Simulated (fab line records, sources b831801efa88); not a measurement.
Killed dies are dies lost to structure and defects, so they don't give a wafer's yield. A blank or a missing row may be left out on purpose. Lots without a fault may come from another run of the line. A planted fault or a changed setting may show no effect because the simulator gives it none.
Which tool did it? | flow sfq_line | 7 lots, 21 wafers sampled, at 2 steps of a route of 325

WHAT THE GAUGES READ, wafer by wafer
SFQ_JJ_RS_MEAS_929: measures by four-point-probe.
lot  | measured     | on            | JJ_NB_RS (ohm/sq)
L909 | day 47 01:15 | film_metro-02 | 1.055 1.057 1.058
L913 | day 54 00:24 | film_metro-01 | 1.060 1.059 1.061
L919 | day 56 10:07 | film_metro-01 | 1.055 1.048 1.047
L921 | day 60 09:18 | film_metro-01 | 1.065 1.058 1.062
L923 | day 61 03:18 | film_metro-04 | 1.064 1.068 1.077
L928 | day 62 09:07 | film_metro-01 | 1.067 1.050 1.055
L930 | day 63 12:41 | film_metro-02 | 1.063 1.074 1.077

WHICH TOOL RAN EACH LOT (tool, then ch and the chambers of the sampled wafers, then the start)
lot  | SFQ_TRILAYER_M1_ETCH_METAL_ETCH_042
L909 | rie_metal-02 ch 0,1, day 19 04:56
L913 | rie_metal-04 ch 1, day 21 18:19
L919 | rie_metal-02 ch 0,1, day 24 03:58
L921 | rie_metal-02 ch 1, day 24 21:59
L923 | rie_metal-01 ch 0, day 31 19:56
L928 | rie_metal-01 ch 0,1, day 34 11:37
L930 | rie_metal-02 ch 1, day 35 11:43
- SFQ_TRILAYER_M1_ETCH_METAL_ETCH_042: etches Nb in Cl2/Ar, stops on SiO2, target depth 240 nm, time 120 s.

THE ANSWER, worked out from the rows above alone
Rule: what is usual is taken from the lots themselves. Put in order of their means at a reading, lots are off if they are a third of the lots or fewer, leave a main group of 4 or more, and stand apart from it by a gap of 3 or more times the standard deviation of the main group's means; of several such gaps the widest counts. A main group whose means are all the same, to the digits that the tables above print for the reading, isn't used. A lot without any number at a reading at which 4 lots or more have one is off too. The other lots that the step has rows for count as sound.
No lot is off at any reading shown: from this, nothing can be told.

WHAT THE SIMULATOR HAD PUT IN
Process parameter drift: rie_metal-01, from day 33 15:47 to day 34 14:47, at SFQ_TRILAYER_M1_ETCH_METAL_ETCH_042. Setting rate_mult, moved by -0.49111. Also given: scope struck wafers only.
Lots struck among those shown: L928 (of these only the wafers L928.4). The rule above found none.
